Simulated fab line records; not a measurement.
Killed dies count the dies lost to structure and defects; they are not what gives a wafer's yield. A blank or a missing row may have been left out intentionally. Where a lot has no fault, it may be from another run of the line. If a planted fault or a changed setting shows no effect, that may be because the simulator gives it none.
Matching of chambers	flow sky130	3 sister chambers for SKY_LI_CONTACT_HDPCVD_00 on hdpcvd-01
The step deposits PSG, target thk 930 nm, time 155 s. 6 wafers are shown with their chamber, then 7 later ones without.

## WAFERS WITH THEIR CHAMBER
wafer	chamber	pressure-mtorr (mTorr)	run-length-s (s)
L236.4	0	6.005	183.2
L248.3	1	5.997	183.4
L248.5	2	5.990	183.0
L248.6	0	6.034	182.6
L250.2	2	5.994	183.3
L250.3	1	5.993	183.0

## WAFERS WITHOUT THEIR CHAMBER
wafer	pressure-mtorr (mTorr)	run-length-s (s)
L250.6	5.970	182.8
L253.1	5.999	182.8
L253.3	6.006	182.9
L253.5	6.005	182.7
L255.2	5.993	183.2
L255.4	6.002	182.9
L255.5	5.978	183.6

## THE CHAMBER EACH PASSED THROUGH
wafer	from the rows above	in truth
L250.6	can't be placed: 2 or 1 or 0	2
L253.1	can't be placed: 2 or 1 or 0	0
L253.3	can't be placed: 0 or 1 or 2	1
L253.5	can't be placed: 0 or 1 or 2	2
L255.2	can't be placed: 1 or 2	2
L255.4	can't be placed: 1 or 2 or 0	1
L255.5	can't be placed: 2 or 1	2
Correct placement for 0 of the 7. These rows do not allow placing 7 (true chamber among the candidates in 7). Wrongly placed: 0.
How it was worked out, from the rows above alone: a wafer's distance from a chamber is the root of the sum, over the readings, of the square of ((its reading less the chamber's mean) divided by the reading's scatter). If the next closest chamber is less than 2 further off than the closest, the wafer can't be placed; otherwise it belongs to the closest. The mean given for a chamber averages the wafers shown for that chamber. The scatter: the root of (the sum of the squares of (reading less its chamber's mean) over the shown wafers, divided by (wafers less chambers)).
